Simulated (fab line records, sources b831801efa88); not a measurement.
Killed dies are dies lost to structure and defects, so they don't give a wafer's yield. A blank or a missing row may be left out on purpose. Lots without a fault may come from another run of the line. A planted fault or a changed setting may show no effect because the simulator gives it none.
Which tool did it? | flow gf180mcu | 15 lots, 45 wafers sampled, at 4 steps of a route of 602

WHAT THE GAUGES READ, wafer by wafer
GF_V4_THK_MEAS_03.
lot  | measured     | on            | V4_CVD_02_THK (nm)
L424 | day 23 16:48 | film_metro-03 | 823 840 828
L425 | day 24 01:16 | film_metro-01 | 823 827 845
L427 | day 24 17:50 | film_metro-03 | 826 818 823
L428 | day 25 01:14 | film_metro-03 | 839 858 857
L429 | day 25 02:31 | film_metro-03 | 855 861 846
L430 | day 25 17:02 | film_metro-03 | 822 844 858
L432 | day 26 08:21 | film_metro-03 | 831 836 844
L433 | day 26 10:03 | film_metro-04 | 838 839 849
L440 | day 28 12:47 | film_metro-03 | 844 851 849
L443 | day 29 12:11 | film_metro-03 | 841 851 863
L444 | day 29 16:49 | film_metro-04 | 828 843 826
L445 | day 30 02:49 | film_metro-03 | 848 827 854

WHICH TOOL RAN EACH LOT (tool, then ch and the chambers of the sampled wafers, then the start)
lot  | GF_V3_CVD_02                    | GF_V3_ETCH_17                                 | GF_M4_EXPOSE_11
L424 | pecvd-02 ch 1,2, day 21 15:54   | rie_diel-04 ch 0,1,3, day 23 04:57 or earlier | krf_scanner-02 ch 0, day 23 04:57
L425 | pecvd-03 ch 0,2, day 22 01:08   | rie_diel-04 ch 0,2, day 23 13:21 or earlier   | krf_scanner-02 ch 0, day 23 13:21
L427 | pecvd-03 ch 1,2, day 22 17:51   | rie_diel-03 ch 0,1, day 24 06:12 or earlier   | krf_scanner-01 ch 0, day 24 06:12
L428 | pecvd-03 ch 0,1,2, day 23 01:35 | rie_diel-04 ch 1,2, day 24 13:29 or earlier   | krf_scanner-02 ch 0, day 24 13:29
L429 | pecvd-03 ch 0,1,2, day 23 03:18 | rie_diel-04 ch 1,2,3, day 24 14:56 or earlier | krf_scanner-02 ch 0, day 24 14:56
L430 | pecvd-03 ch 0,2, day 23 17:57   | rie_diel-04 ch 2,3, day 25 05:54 or earlier   | krf_scanner-01 ch 0, day 25 05:54
L432 | pecvd-02 ch 0,1,2, day 24 10:16 | rie_diel-03 ch 0,1,2, day 25 21:11 or earlier | krf_scanner-02 ch 0, day 25 21:11
L433 | pecvd-04 ch 0,2, day 24 12:46   | rie_diel-03 ch 0,2, day 25 22:54 or earlier   | krf_scanner-02 ch 0, day 25 22:54
L437 | pecvd-02 ch 0,1,2, day 25 22:49 | rie_diel-04 ch 1,2, day 27 07:55 or earlier   | krf_scanner-02, day 27 07:55
L438 | pecvd-02 ch 1,2, day 26 07:33   | rie_diel-03 ch 0,2,3, day 27 17:02 or earlier | krf_scanner-01, day 27 17:02
L439 | pecvd-04 ch 1,2, day 26 13:42   | rie_diel-02 ch 1,3, day 27 23:10 or earlier   | krf_scanner-01, day 27 23:10
L440 | pecvd-04 ch 1,2, day 26 17:33   | rie_diel-04 ch 0,2,3, day 28 02:24 or earlier | krf_scanner-02 ch 0, day 28 02:24
L443 | pecvd-02 ch 0,1,2, day 27 17:16 | rie_diel-04 ch 2,3, day 29 01:28 or earlier   | krf_scanner-02 ch 0, day 29 01:28
L444 | pecvd-04 ch 0,1,2, day 27 22:32 | rie_diel-03 ch 0,2,3, day 29 06:27 or earlier | krf_scanner-02 ch 0, day 29 06:27
L445 | pecvd-02 ch 1,2, day 28 09:22   | rie_diel-04 ch 0,1,3, day 29 16:35 or earlier | krf_scanner-01 ch 0, day 29 16:35
- GF_V3_CVD_02: deposits SiO2 from TEOS, target thk 850 nm, time 94.851 s.
- GF_V3_ETCH_17: etches SiO2 in C4F8/O2/Ar, stops on TiN, target depth 635 nm.
- GF_M4_EXPOSE_11: exposes mask Metal4, target cd 280 nm.

WHAT THE TOOLS THEMSELVES READ (means of the sampled wafers that have a number; where no wafer has one, the mark that the record gives instead)
GF_V3_CVD_02.
lot  | tool     | heater_power_outer_w (W) | heater_power_w (W)
L424 | pecvd-02 | 377                      | 650
L425 | pecvd-03 | 336                      | 631
L427 | pecvd-03 | 305                      | 529
L428 | pecvd-03 | 328                      | 582
L429 | pecvd-03 | 346                      | 617
L430 | pecvd-03 | 301                      | 540
L432 | pecvd-02 | 369                      | 651
L433 | pecvd-04 | 323                      | 587
L437 | pecvd-02 | 361                      | 631
L438 | pecvd-02 | 348                      | 586
L439 | pecvd-04 | 344                      | 635
L440 | pecvd-04 | 317                      | 602
L443 | pecvd-02 | 348                      | 604
L444 | pecvd-04 | 343                      | 612
L445 | pecvd-02 | 364                      | 618

GF_V3_ETCH_17.
lot  | tool        | oes_product_au (a.u.)
L424 | rie_diel-04 | 0.856
L425 | rie_diel-04 | 0.854
L427 | rie_diel-03 | 0.862
L428 | rie_diel-04 | 0.861
L429 | rie_diel-04 | 0.862
L430 | rie_diel-04 | 0.856
L432 | rie_diel-03 | 0.856
L433 | rie_diel-03 | 0.855
L437 | rie_diel-04 | 0.856
L438 | rie_diel-03 | 0.860
L439 | rie_diel-02 | 0.856
L440 | rie_diel-04 | 0.850
L443 | rie_diel-04 | 0.854
L444 | rie_diel-03 | 0.859
L445 | rie_diel-04 | 0.851

GF_M4_EXPOSE_11.
lot  | tool           | exposure_dose_mJ_cm2 | focus_offset_nm (nm) | reticle_temp_C (C) | stage_vel_mm_s (mm/s)
L424 | krf_scanner-02 | 27.960               | -0.3                 | 22.93              | 500.05
L425 | krf_scanner-02 | 27.988               | 0.0                  | 23.22              | 500.21
L427 | krf_scanner-01 | 27.975               | -0.1                 | 23.05              | 500.12
L428 | krf_scanner-02 | 27.984               | 0.8                  | 23.07              | 500.11
L429 | krf_scanner-02 | 27.949               | 0.5                  | 22.94              | 499.93
L430 | krf_scanner-01 | 28.014               | -0.0                 | 22.91              | 500.13
L432 | krf_scanner-02 | 27.963               | -0.9                 | 22.97              | 500.18
L433 | krf_scanner-02 | 27.984               | -0.2                 | 23.00              | 500.14
L437 | krf_scanner-02 | -                    | -                    | -                  | -
L438 | krf_scanner-01 | -                    | -                    | -                  | -
L439 | krf_scanner-01 | -                    | -                    | -                  | -
L440 | krf_scanner-02 | 27.971               | 0.7                  | 22.95              | 500.08
L443 | krf_scanner-02 | 28.019               | -0.4                 | 22.81              | 500.18
L444 | krf_scanner-02 | 28.003               | -0.2                 | 22.91              | 499.86
L445 | krf_scanner-01 | 27.958               | 0.0                  | 22.98              | 500.17

THE ANSWER, worked out from the rows above alone
Rule: what is usual is taken from the lots themselves. Put in order of their means at a reading, lots are off if they are a third of the lots or fewer, leave a main group of 4 or more, and stand apart from it by a gap of 3 or more times the standard deviation of the main group's means; of several such gaps the widest counts. A main group whose means are all the same, to the digits that the tables above print for the reading, isn't used. A lot without any number at a reading at which 4 lots or more have one is off too. The other lots that the step has rows for count as sound. The gauges are gone through in route order, then the tools' own readings, and for those a lot's mean is taken as printed above. The first step at which some lot is off is used, and at that step the reading that is off furthest; a lot without a number counts as furthest.
Off: L437, L438, L439, at GF_M4_EXPOSE_11 (exposure_dose_mJ_cm2). Without a number there: L437, L438, L439. The main group: mean 27.981, standard deviation 0.021.
A tool fits if, at that step or a process step before it, it ran every lot that is off, and no sound lot after the first of them. GF_V3_ETCH_17 gives no start for some lots, so the hours and the order of its lots are those of GF_M4_EXPOSE_11. None of those tried fits.

WHAT THE SIMULATOR HAD PUT IN
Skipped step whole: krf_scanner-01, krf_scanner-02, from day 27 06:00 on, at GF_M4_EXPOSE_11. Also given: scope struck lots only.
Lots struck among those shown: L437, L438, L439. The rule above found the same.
